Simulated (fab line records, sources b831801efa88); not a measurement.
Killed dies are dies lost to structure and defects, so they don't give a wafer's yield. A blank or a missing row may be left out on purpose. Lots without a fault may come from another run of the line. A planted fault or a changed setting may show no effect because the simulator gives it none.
Which tool did it? | flow gf180mcu | 12 lots, 36 wafers sampled, at 5 steps of a route of 602

WHAT THE GAUGES READ, wafer by wafer
GF_VT_IMPLANT_TW_MEAS_32. Usual: VT_IMPLANT_3_TW 266, standard deviation 3.5.
lot  | measured     | on            | VT_IMPLANT_3_TW | flag
L587 | day 6 19:40  | film_metro-02 | 258 259 260     |
L588 | day 7 07:11  | film_metro-02 | 264 264 263     |
L590 | day 7 16:35  | film_metro-01 | 268 268 267     |
L591 | day 8 00:10  | film_metro-02 | 264 264 264     |
L593 | day 8 12:55  | film_metro-04 | 271 270 269     |
L594 | day 8 19:56  | film_metro-02 | 262 263 264     |
L595 | day 9 02:01  | film_metro-02 | 262 263 264     |
L602 | day 11 01:34 | film_metro-02 | 263 265 264     |
L605 | day 12 04:02 | film_metro-02 | 264 264 263     |
L606 | day 12 05:45 | film_metro-02 | 264 263 263     |
L608 | day 12 19:35 | film_metro-02 | 262 263 264     |
L610 | day 13 11:58 | film_metro-04 | 270 272 271     |

GF_POLY_GATE_THK_MEAS_01. Usual: POLY_GATE_CVD_00_THK 199.8 nm, standard deviation 1.8.
lot  | measured     | on            | POLY_GATE_CVD_00_THK (nm) | flag
L587 | day 8 11:04  | film_metro-01 | 197.8 200.0 202.1         |
L588 | day 8 21:09  | film_metro-02 | 199.7 200.6 198.3         |
L590 | day 9 08:22  | film_metro-01 | 199.6 198.8 199.6         |
L591 | day 9 16:26  | film_metro-02 | 198.4 197.7 197.9         |
L593 | day 10 05:05 | film_metro-01 | 194.5 197.7 196.2         |
L594 | day 10 13:24 | film_metro-02 | 199.8 200.6 200.1         |
L595 | day 10 21:29 | film_metro-01 | 197.7 199.1 197.9         |
L602 | day 12 22:15 | film_metro-01 | 198.9 197.8 198.7         |
L605 | day 14 02:54 | film_metro-01 | 199.6 199.9 199.5         |
L606 | day 14 09:22 | film_metro-03 | 201.7 199.4 198.5         |
L608 | day 14 18:09 | film_metro-01 | 199.8 199.0 197.8         |
L610 | day 15 12:57 | film_metro-01 | 199.6 199.4 200.4         |

WHICH TOOL RAN EACH LOT (tool, then ch and the chambers of the sampled wafers, then the start)
lot  | GF_VT_IMPLANT_COAT_35             | GF_VT_IMPLANT_STRIP_42               | GF_DUAL_GATE_STRIP_13
L587 | litho_track-04 ch 0, day 7 03:46  | plasma_asher-01 ch 0,1, day 7 11:17  | plasma_asher-01 ch 0,1, day 8 07:04
L588 | litho_track-01 ch 0, day 7 14:30  | plasma_asher-01 ch 0,1, day 7 22:57  | plasma_asher-01 ch 0,1, day 8 18:05
L590 | litho_track-03 ch 0, day 8 00:37  | plasma_asher-04 ch 0,1, day 8 09:13  | plasma_asher-04 ch 0,1, day 9 05:03
L591 | litho_track-03 ch 0, day 8 07:58  | plasma_asher-01 ch 0,1, day 8 17:16  | plasma_asher-04 ch 1, day 9 13:13
L593 | litho_track-01 ch 0, day 8 21:12  | plasma_asher-01 ch 0,1, day 9 05:51  | plasma_asher-02 ch 0, day 10 02:02
L594 | litho_track-03 ch 0, day 9 04:28  | plasma_asher-03 ch 0,1, day 9 13:32  | plasma_asher-02 ch 0,1, day 10 09:29
L595 | litho_track-01 ch 0, day 9 10:22  | plasma_asher-03 ch 0,1, day 9 19:23  | plasma_asher-02 ch 0,1, day 10 16:33
L602 | litho_track-01 ch 0, day 11 10:21 | plasma_asher-04 ch 0,1, day 11 20:31 | plasma_asher-01 ch 0,1, day 12 18:31
L605 | litho_track-01 ch 0, day 12 13:36 | plasma_asher-04 ch 0,1, day 12 23:56 | plasma_asher-02 ch 0,1, day 13 23:02
L606 | litho_track-03 ch 0, day 12 15:37 | plasma_asher-03 ch 0,1, day 13 01:49 | plasma_asher-04 ch 0,1, day 14 03:35
L608 | litho_track-04 ch 0, day 13 04:50 | plasma_asher-01 ch 0,1, day 13 15:29 | plasma_asher-01 ch 0,1, day 14 14:20
L610 | litho_track-04 ch 0, day 13 22:08 | plasma_asher-01 ch 0,1, day 14 09:10 | plasma_asher-02 ch 0,1, day 15 09:02
- GF_VT_IMPLANT_COAT_35: resist thk 1000 nm.
- GF_VT_IMPLANT_STRIP_42: strips in O2/N2.
- GF_DUAL_GATE_STRIP_13: strips in O2/N2.

WHAT THE TOOLS THEMSELVES READ (means of the sampled wafers that have a number; where no wafer has one, the mark that the record gives instead)
GF_VT_IMPLANT_COAT_35. Usual: spin_speed_rpm 3000.4 rpm, standard deviation 2.1.
lot  | tool           | spin_speed_rpm (rpm) | flag
L587 | litho_track-04 | 2999.5               |
L588 | litho_track-01 | 3001.5               |
L590 | litho_track-03 | 2997.8               |
L591 | litho_track-03 | 2998.3               |
L593 | litho_track-01 | 3002.9               |
L594 | litho_track-03 | 2999.2               |
L595 | litho_track-01 | 2998.2               |
L602 | litho_track-01 | 3001.1               |
L605 | litho_track-01 | 2999.3               |
L606 | litho_track-03 | 3002.6               |
L608 | litho_track-04 | 3000.3               |
L610 | litho_track-04 | 3001.3               |

GF_VT_IMPLANT_STRIP_42. Usual: drypump_motor_current_A 5.7 A, standard deviation 0.48; heater_power_w 345 W, standard deviation 21; oes_product_au 0.716 a.u., standard deviation 0.0043; platen_temp_c 250.03 C, standard deviation 0.21; strip_time_to_endpoint_s 12.64 s, standard deviation 0.03.
lot  | tool            | drypump_motor_current_A (A) | heater_power_w (W) | oes_product_au (a.u.) | platen_temp_c (C) | strip_time_to_endpoint_s (s) | flag
L587 | plasma_asher-01 | 5.6                         | 353                | 0.719                 | 250.20            | 12.62                        |
L588 | plasma_asher-01 | 6.0                         | 345                | 0.717                 | 249.84            | 12.67                        |
L590 | plasma_asher-04 | 5.9                         | 341                | 0.714                 | 250.00            | 12.62                        |
L591 | plasma_asher-01 | 6.0                         | 347                | 0.711                 | 250.12            | 12.61                        |
L593 | plasma_asher-01 | 6.0                         | 351                | 0.715                 | 249.95            | 12.66                        |
L594 | plasma_asher-03 | 5.4                         | 336                | 0.714                 | 250.37            | 12.62                        |
L595 | plasma_asher-03 | 5.4                         | 328                | 0.714                 | 250.24            | 12.66                        |
L602 | plasma_asher-04 | 6.2                         | 363                | 0.717                 | 250.04            | 12.66                        |
L605 | plasma_asher-04 | 6.2                         | 360                | 0.716                 | 249.83            | 12.57                        |
L606 | plasma_asher-03 | 5.4                         | 330                | 0.715                 | 250.06            | 12.63                        |
L608 | plasma_asher-01 | 5.6                         | 349                | 0.719                 | 250.20            | 12.65                        |
L610 | plasma_asher-01 | 5.6                         | 342                | 0.716                 | 249.85            | 12.64                        |

GF_DUAL_GATE_STRIP_13. Usual: drypump_motor_current_A 5.9 A, standard deviation 0.43; heater_power_w 335 W, standard deviation 28; oes_product_au 0.715 a.u., standard deviation 0.0044; platen_temp_c 250.01 C, standard deviation 0.19; strip_time_to_endpoint_s 12.63 s, standard deviation 0.035.
lot  | tool            | drypump_motor_current_A (A) | heater_power_w (W) | oes_product_au (a.u.) | platen_temp_c (C) | strip_time_to_endpoint_s (s) | flag
L587 | plasma_asher-01 | 5.6                         | 343                | 0.712                 | 250.05            | 12.59                        |
L588 | plasma_asher-01 | 6.0                         | 342                | 0.715                 | 249.78            | 12.68                        |
L590 | plasma_asher-04 | 6.2                         | 361                | 0.716                 | 250.06            | 12.67                        |
L591 | plasma_asher-04 | 6.5                         | 382                | 0.717                 | 249.97            | 12.60                        |
L593 | plasma_asher-02 | 6.3                         | 318                | 0.718                 | 250.20            | 12.61                        |
L594 | plasma_asher-02 | 5.9                         | 303                | 0.717                 | 250.08            | 12.64                        |
L595 | plasma_asher-02 | 5.9                         | 307                | 0.712                 | 250.07            | 12.67                        |
L602 | plasma_asher-01 | 5.6                         | 344                | 0.717                 | 250.13            | 12.67                        |
L605 | plasma_asher-02 | 5.9                         | 297                | 0.713                 | 250.00            | 12.59                        |
L606 | plasma_asher-04 | 5.9                         | 342                | 0.713                 | 249.88            | 12.64                        |
L608 | plasma_asher-01 | 6.0                         | 347                | 0.710                 | 250.01            | 12.63                        |
L610 | plasma_asher-02 | 5.9                         | 306                | 0.714                 | 249.96            | 12.63                        |

THE ANSWER, worked out from the rows above alone
Rule: a lot is off if the mean of its wafers that have a number lies more than 3 standard deviations from the usual mean. A lot without any number at a reading at which 4 lots or more have one is off too. The other lots that the step has rows for count as sound. The gauges are gone through in route order, then the tools' own readings, and for those a lot's mean is taken as printed above. The first step at which some lot is off is used, and at that step the reading that is off furthest; a lot without a number counts as furthest.
No lot is off at any reading shown: from this, nothing can be told.

WHAT THE SIMULATOR HAD PUT IN
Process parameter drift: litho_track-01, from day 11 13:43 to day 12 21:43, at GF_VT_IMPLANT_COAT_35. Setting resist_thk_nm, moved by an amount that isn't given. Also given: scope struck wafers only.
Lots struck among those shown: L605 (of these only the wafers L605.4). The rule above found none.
